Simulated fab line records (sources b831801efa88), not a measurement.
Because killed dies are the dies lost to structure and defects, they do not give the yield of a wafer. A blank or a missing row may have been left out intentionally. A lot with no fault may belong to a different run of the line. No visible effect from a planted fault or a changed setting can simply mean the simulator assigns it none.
Split-lot experiment	flow sky130	23 wafers read from 5 lots, route of 708 steps

## ABOUT THE SPLIT
At SKY_METAL3_EXPOSE_10 (exposes mask MM3, target cd 300 nm), the setting dose_mj was moved away from the recipe's 28 on 7 of the 23 wafers read, by -5.9% to +4.3%. The other wafers ran this setting at the recipe's value.

## FROM THE SPLIT TO THE READING: what the file shows between them, 2 steps
- SKY_METAL3_PEB_11
- SKY_METAL3_DEVELOP_12: develop time 60 s

## THE READING
cd_nm at SKY_METAL3_CD_MEAS_13, given in nm (cd target 300 nm). Fault-free wafers of this fab line usually give 300.8 nm, standard deviation 1.4 nm.

wafer	tool, chamber at the split	dose_mj as run	against the recipe	cd_nm, nm	against lot-mates on the recipe
L076.2	krf_scanner-02, 0	28	recipe	302.3	-
L076.3	krf_scanner-02, 0	28	recipe	302.5	-
L076.4	krf_scanner-02, 0	29.2	+4.3%	295.7	-6.9
L076.5	krf_scanner-02, 0	28	recipe	303.0	-
L076.6	krf_scanner-02, 0	29.2	+4.3%	295.0	-7.6
L079.1	krf_scanner-01, 0	28	recipe	302.4	-
L079.2	krf_scanner-01, 0	26.36	-5.9%	314.8	+12.9
L079.3	krf_scanner-01, 0	26.36	-5.9%	312.5	+10.6
L079.4	krf_scanner-01, 0	28	recipe	302.3	-
L079.5	krf_scanner-01, 0	28	recipe	300.9	-
L081.1	krf_scanner-02, 0	28	recipe	299.8	-
L081.2	krf_scanner-02, 0	28	recipe	302.1	-
L081.6	krf_scanner-02, 0	28	recipe	301.5	-
L080.1	krf_scanner-02, 0	26.77	-4.4%	309.8	+8.3
L080.3	krf_scanner-02, 0	28	recipe	301.2	-
L080.4	krf_scanner-02, 0	28	recipe	301.9	-
L080.5	krf_scanner-02, 0	26.77	-4.4%	307.6	+6.1
L080.6	krf_scanner-02, 0	26.77	-4.4%	309.1	+7.6
L085.1	krf_scanner-02, 0	28	recipe	299.3	-
L085.2	krf_scanner-02, 0	28	recipe	299.9	-
L085.4	krf_scanner-02, 0	28	recipe	298.3	-
L085.5	krf_scanner-02, 0	28	recipe	300.7	-
L085.6	krf_scanner-02, 0	28	recipe	298.1	-

THE FIT
A straight line over all 23 wafers: cd_nm changes by -1.8 nm for each +1% of dose_mj; r = -0.95; the points scatter about the line by 1.6 nm.
The same after taking each lot's own level away (the mean of its wafers on the recipe; 23 wafers): -1.81 nm for each +1%; r = -0.98; scatter 0.96 nm.
The reading moves by 11 nm for the largest change in dose_mj, on that fit.
Across the lots, their own levels run from 299.26 to 302.60 nm, a range of 2.4 times the standard deviation given above.
Consequently the slope shifts little with the lot-to-lot level, the two slopes agreeing.
Check: +10 nm against its lot-mates is what the line predicts for one of the wafers moved furthest among these (-5.9%) when that wafer is left out of the fit. It came out at +12.9 nm against them.

## THE WHOLE CHAIN: every reading that the file lists as answering this split, in the file's order
step	what it does	reading	change (the file's fit)	r (the file's)
SKY_METAL3_CD_MEAS_13	target cd 300 nm	cd_nm	-1.83 nm for each +1% of the setting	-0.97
SKY_METAL3_DESCUM_15	chemistry O2, time 8 s	METAL3.cd_nm (the simulator's own value, which no gauge read)	-1.81 nm for each +1% of the setting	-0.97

## FILE'S OWN FIT
cd_nm changes by -1.83 nm for each +1% of dose_mj, r = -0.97.
